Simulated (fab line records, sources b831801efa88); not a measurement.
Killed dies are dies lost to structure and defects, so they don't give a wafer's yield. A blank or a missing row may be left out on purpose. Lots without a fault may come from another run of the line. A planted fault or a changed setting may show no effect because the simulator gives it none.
Which tool did it? | flow sky130 | 7 lots, 20 wafers sampled, at 2 steps of a route of 708

WHAT THE GAUGES READ, wafer by wafer
SKY_VT_ADJUST_NCORE_TW_MEAS_11.
lot  | measured     | on            | VT_ADJUST_NCORE_TW
L666 | day 8 22:31  | film_metro-03 | 222.8 222.1 222.3
L668 | day 9 17:56  | film_metro-02 | 232.0 231.8
L671 | day 10 11:56 | film_metro-01 | 235.3 220.7 221.2
L680 | day 12 21:41 | film_metro-01 | 220.7 222.1 220.9
L683 | day 14 02:34 | film_metro-02 | 218.0 218.0 217.9
L685 | day 14 18:09 | film_metro-03 | 222.6 221.0 222.7
L687 | day 15 01:32 | film_metro-02 | 216.8 217.4 217.2

WHICH TOOL RAN EACH LOT (tool, then ch and the chambers of the sampled wafers, then the start)
lot  | SKY_VT_ADJUST_NCORE_IMPLANT_09
L666 | implanter-01 ch 0, day 8 22:16
L668 | implanter-01 ch 0, day 9 17:43
L671 | implanter-01 ch 0, day 10 11:43
L680 | implanter-02 ch 0, day 12 21:26
L683 | implanter-01 ch 0, day 14 02:20
L685 | implanter-01 ch 0, day 14 17:55
L687 | implanter-03 ch 0, day 15 01:17
- SKY_VT_ADJUST_NCORE_IMPLANT_09

THE ANSWER, worked out from the rows above alone
Rule: what is usual is taken from the lots themselves. Put in order of their means at a reading, lots are off if they are a third of the lots or fewer, leave a main group of 4 or more, and stand apart from it by a gap of 3 or more times the standard deviation of the main group's means; of several such gaps the widest counts. A main group whose means are all the same, to the digits that the tables above print for the reading, isn't used. A lot without any number at a reading at which 4 lots or more have one is off too. The other lots that the step has rows for count as sound.
No lot is off at any reading shown: from this, nothing can be told.

WHAT THE SIMULATOR HAD PUT IN
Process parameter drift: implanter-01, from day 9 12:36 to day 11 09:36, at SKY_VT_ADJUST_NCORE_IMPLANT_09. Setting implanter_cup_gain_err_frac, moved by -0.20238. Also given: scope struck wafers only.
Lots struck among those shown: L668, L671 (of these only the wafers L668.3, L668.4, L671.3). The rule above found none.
